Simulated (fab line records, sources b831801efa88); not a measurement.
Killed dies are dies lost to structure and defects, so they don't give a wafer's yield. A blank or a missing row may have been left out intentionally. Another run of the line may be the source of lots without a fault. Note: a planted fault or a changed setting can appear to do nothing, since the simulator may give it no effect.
Chamber matching    flow gf180mcu    cmp-01 running GF_V2_CMP_26: 4 sister chambers
The step polishes, stops on SiO2, t overpolish 15 s, target thk 0 nm. 8 wafers are shown with their chamber, then 11 later ones without.

## WAFERS WITH THEIR CHAMBER
wafer   chamber  motor_current_A (A)  time_to_endpoint_s (s)
L081.4  2        12.6                 88
L082.2  2        12.9                 85
L083.5  1        11.4                 80
L089.5  3        12.9                 80
L090.3  1        11.4                 79
L090.5  3        13.3                 82
L090.6  0        11.0                 76
L092.1  0        11.3                 81

## WAFERS MISSING THEIR CHAMBER
wafer   motor_current_A (A)  time_to_endpoint_s (s)
L092.4  12.6                 87
L092.5  12.0                 84
L094.1  13.0                 87
L094.3  13.1                 87
L094.6  13.8                 84
L095.1  13.1                 82
L095.2  11.1                 78
L095.4  10.7                 77
L096.2  12.8                 88
L096.3  11.3                 86
L096.4  11.2                 83

## THE CHAMBER EACH PASSED THROUGH
wafer   from the rows above                in truth
L092.4  2                                  2
L092.5  can't be placed: 1 or 2 or 0 or 3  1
L094.1  can't be placed: 2 or 3            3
L094.3  can't be placed: 2 or 3            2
L094.6  can't be placed: 3 or 2            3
L095.1  3                                  3
L095.2  can't be placed: 0 or 1            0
L095.4  can't be placed: 0 or 1            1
L096.2  2                                  2
L096.3  can't be placed: 1 or 0            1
L096.4  can't be placed: 1 or 0            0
Correct placement for 3 of the 11. Can't be placed from these rows: 8 (the true chamber is among the candidates in 8). Wrongly placed: 0.
How it was worked out, from the rows above alone: a wafer's distance from a chamber is the root of the sum, over the readings, of the square of ((its reading less the chamber's mean) divided by the reading's scatter). The wafer belongs to the nearest chamber; if the next one is less than 2 further off, it can't be placed. A chamber's mean is the mean of its shown wafers. The scatter is the square root of a quotient: the sum, over the shown wafers, of each reading's squared deviation from its chamber's mean, divided by wafers minus chambers.
